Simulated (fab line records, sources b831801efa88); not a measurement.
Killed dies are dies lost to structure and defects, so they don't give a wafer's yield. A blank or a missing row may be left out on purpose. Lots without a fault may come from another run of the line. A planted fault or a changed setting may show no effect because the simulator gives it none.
A struck lot beside a sound one | flow sky130 | 16 steps out of a route of 708
Sound: wafers L809.4, L809.5, L809.6. Struck: wafers L819.4, L819.5, L819.6. The cause comes at the end.
At each step with rows: each side's tool, then ch and its chambers, then its first start. Under that, the readings that differ: sound wafers | struck wafers | difference of the means | sigmas: that difference in standard deviations of wafers without a fault.
alike: readings whose means differ by less than 2 such deviations, and words and numbers that are the same on both sides. not compared: withheld readings, readings that some wafer has no value for, bounds like >300 that may hide the same value, and numbers for which the record gives no deviation and whose values overlap.
The two part at a step that has a row with sigmas, a row that says differs or no value, or rows on one side only. Numbers that don't overlap but have no deviation are shown without sigmas and don't part them. A reading that every wafer of one side lacks parts them only if that side has two wafers or more.

first, 1 step without rows for these wafers: SKY_POLY_CUT_DEVELOP_07 (develop time 60 s).
SKY_POLY_CUT_CD_MEAS_08: target cd 270 nm.
  sound on cd_sem-01, day 28 04:12; struck on cd_sem-02, day 31 18:40
  alike: cd_nm
SKY_POLY_CUT_OVL_MEAS_09:
  sound on overlay-01, day 28 04:17; struck on overlay-02, day 31 18:44
  alike: POLY_CUT_OVL
SKY_POLY_CUT_ETCH_10: etches BARC in N2/H2, stops on SiO2, time 45.9 s, target depth 60 nm.
  sound on rie_diel-04 ch 0,2,3, day 28 04:19; struck on rie_diel-03 ch 0,3, day 31 18:45
  alike: drypump_motor_current_A, h2_flow_sccm, oes_product_au, throttle_valve_pct
  not compared: rf_hours_counter_h
SKY_POLY_CUT_ETCH_11: etches Si3N4 in CF4/CH2F2/Ar, stops on poly-Si, time 42.5 s, target depth 60 nm.
  sound on rie_diel-04 ch 0,2,3, day 28 04:22; struck on rie_diel-03 ch 0,3, day 31 18:48
  alike: ch2f2_flow_sccm, drypump_motor_current_A, oes_product_au, throttle_valve_pct
  not compared: rf_hours_counter_h
SKY_POLY_CUT_STRIP_12: strips in O2/N2.
  sound on plasma_asher-01 ch 0,1, day 28 04:25; struck on plasma_asher-04 ch 0,1, day 31 18:52
  reading                     | sound          | struck         | difference | sigmas
  drypump_motor_current_A (A) | 5.64 5.74 5.62 | 5.89 5.95 5.92 | +0.25      | +2
  alike: oes_product_au, strip_time_to_endpoint_s
  not compared: rf_hours_counter_h
then, 6 steps without rows for these wafers: SKY_SD_P_DEHYDRATE_00 (time 60 s); SKY_SD_P_HMDS_01 (prime time 60 s); SKY_SD_P_COAT_02 (resist thk 1140 nm); SKY_SD_P_SOFTBAKE_03 (time 60 s); SKY_SD_P_EXPOSE_04 (exposes mask PSDM, target cd 380 nm); SKY_SD_P_PEB_05.
SKY_SD_P_DEVELOP_06: develop time 60 s.
  sound on litho_track-04 ch 0, day 29 08:14; struck on litho_track-03 ch 0, day 32 22:00
SKY_SD_P_CD_MEAS_07: target cd 380 nm.
  sound on cd_sem-01, day 29 08:22; struck on cd_sem-01, day 32 22:08
  reading    | sound             | struck            | difference | sigmas
  cd_nm (nm) | 379.7 377.7 378.2 | 343.3 345.4 343.8 | -34.4      | -15
SKY_SD_P_OVL_MEAS_08:
  sound on overlay-02, day 29 08:27; struck on overlay-01, day 32 22:13
  alike: SD_P_OVL
SKY_PAD_OPEN_PROBE_99:
  the record has rows for the sound wafers here (prober-02, day 48 14:11) and none for the struck ones

WHERE THEY PART
First at SKY_POLY_CUT_STRIP_12; last, within this record, at SKY_PAD_OPEN_PROBE_99.

WHY: what the simulator had put in
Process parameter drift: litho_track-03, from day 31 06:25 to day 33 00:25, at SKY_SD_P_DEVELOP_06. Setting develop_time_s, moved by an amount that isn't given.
